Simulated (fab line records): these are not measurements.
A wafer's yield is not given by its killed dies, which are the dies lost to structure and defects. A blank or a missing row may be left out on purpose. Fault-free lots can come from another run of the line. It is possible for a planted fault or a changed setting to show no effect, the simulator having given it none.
A sampling plan put to the test ; flow sky130 ; one fab line, 10 faults that these records tell of, each judged on the records of the lots that it struck; 1 more is left out, because the records don't allow judging it
Plan = the line's own looks (route steps where a gauge or an inspection reads the wafer without altering it). Where struck wafers have a number at a look and the file lists that look's usual mean and standard deviation on fault-free wafers, the look can be judged. Caught: at a look after the fault's first step, the mean of the struck wafers lies 4 or more of those standard deviations (sigma) from the usual mean. On the tool: the same test on the tool's own readings at the fault's steps. Another recipe on the struck wafers, or a record that is blank for them alone, also counts as caught.

## THE FAULTS, as the simulator had put them in
1. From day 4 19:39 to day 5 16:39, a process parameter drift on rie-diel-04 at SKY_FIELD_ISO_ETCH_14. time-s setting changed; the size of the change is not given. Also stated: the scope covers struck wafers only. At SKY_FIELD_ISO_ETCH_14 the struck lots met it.
2. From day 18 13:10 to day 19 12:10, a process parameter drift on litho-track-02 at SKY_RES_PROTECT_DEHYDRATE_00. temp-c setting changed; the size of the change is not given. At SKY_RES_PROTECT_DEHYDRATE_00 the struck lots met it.
3. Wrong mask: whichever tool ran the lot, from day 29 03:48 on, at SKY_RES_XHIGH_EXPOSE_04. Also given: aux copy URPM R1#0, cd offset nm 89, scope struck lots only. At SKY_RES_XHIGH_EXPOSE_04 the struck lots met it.
4. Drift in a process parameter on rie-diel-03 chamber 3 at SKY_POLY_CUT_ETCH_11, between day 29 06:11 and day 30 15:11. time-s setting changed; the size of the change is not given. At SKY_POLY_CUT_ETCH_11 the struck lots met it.
5. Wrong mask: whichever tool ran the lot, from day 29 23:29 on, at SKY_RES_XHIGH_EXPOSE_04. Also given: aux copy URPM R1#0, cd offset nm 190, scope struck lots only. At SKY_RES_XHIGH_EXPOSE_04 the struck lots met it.
6. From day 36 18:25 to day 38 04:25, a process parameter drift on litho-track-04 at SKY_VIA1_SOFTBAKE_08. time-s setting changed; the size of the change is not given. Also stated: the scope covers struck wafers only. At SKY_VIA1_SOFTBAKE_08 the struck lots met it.
7. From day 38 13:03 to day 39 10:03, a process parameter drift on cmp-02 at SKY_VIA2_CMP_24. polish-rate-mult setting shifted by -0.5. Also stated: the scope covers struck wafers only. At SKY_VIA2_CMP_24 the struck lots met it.
8. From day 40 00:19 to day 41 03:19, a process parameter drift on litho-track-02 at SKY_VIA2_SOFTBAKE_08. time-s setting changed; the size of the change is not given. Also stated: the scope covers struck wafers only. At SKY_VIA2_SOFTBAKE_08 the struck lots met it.
9. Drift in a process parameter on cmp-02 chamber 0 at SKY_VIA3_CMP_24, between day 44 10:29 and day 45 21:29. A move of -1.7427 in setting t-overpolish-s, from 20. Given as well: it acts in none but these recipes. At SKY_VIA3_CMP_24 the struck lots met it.
10. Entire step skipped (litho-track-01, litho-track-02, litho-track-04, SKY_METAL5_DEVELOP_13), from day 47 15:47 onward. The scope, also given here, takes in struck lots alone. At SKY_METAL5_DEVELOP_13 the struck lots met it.

## WHAT THE PLAN SAW
fault;on the tool itself;first look that catches it;reading, sigma;median hours from its first step to that look;hours from the fault's start to the first struck lot there;judged looks passed uncaught
1;run-length-s +31 sigma;none of the 2 looks that can be judged after it;-;-;-;2
2;heater-power-total-W -11 sigma;none of the 2 looks that can be judged after it;-;-;-;2
3;no reading that can be judged;no look after it can be judged;-;-;-;0
4;oes-product-au +22 sigma;none of the 2 looks that can be judged after it;-;-;-;2
5;no reading that can be judged;no look after it can be judged;-;-;-;0
6;run-length-s -99 or beyond sigma;no look after it can be judged;-;-;-;0
7;overpolish-run-s -99 or beyond sigma;no look after it can be judged;-;-;-;0
8;run-length-s +45 sigma;no look after it can be judged;-;-;-;0
9;overpolish-run-s -99 or beyond sigma;no look after it can be judged;-;-;-;0
10;the tool's record is blank for the struck wafers;no look after it can be judged;-;-;-;0
Dash: fault not caught, or number not given in these records.

Caught at a look: 0 of 10. Caught on the tool: 8 of 10. By one or the other: 8 of 10.
On the tool alone, faults 1, 2, 4, 6, 7, 8, 9, 10 were caught.
Caught by neither: faults 3, 5.
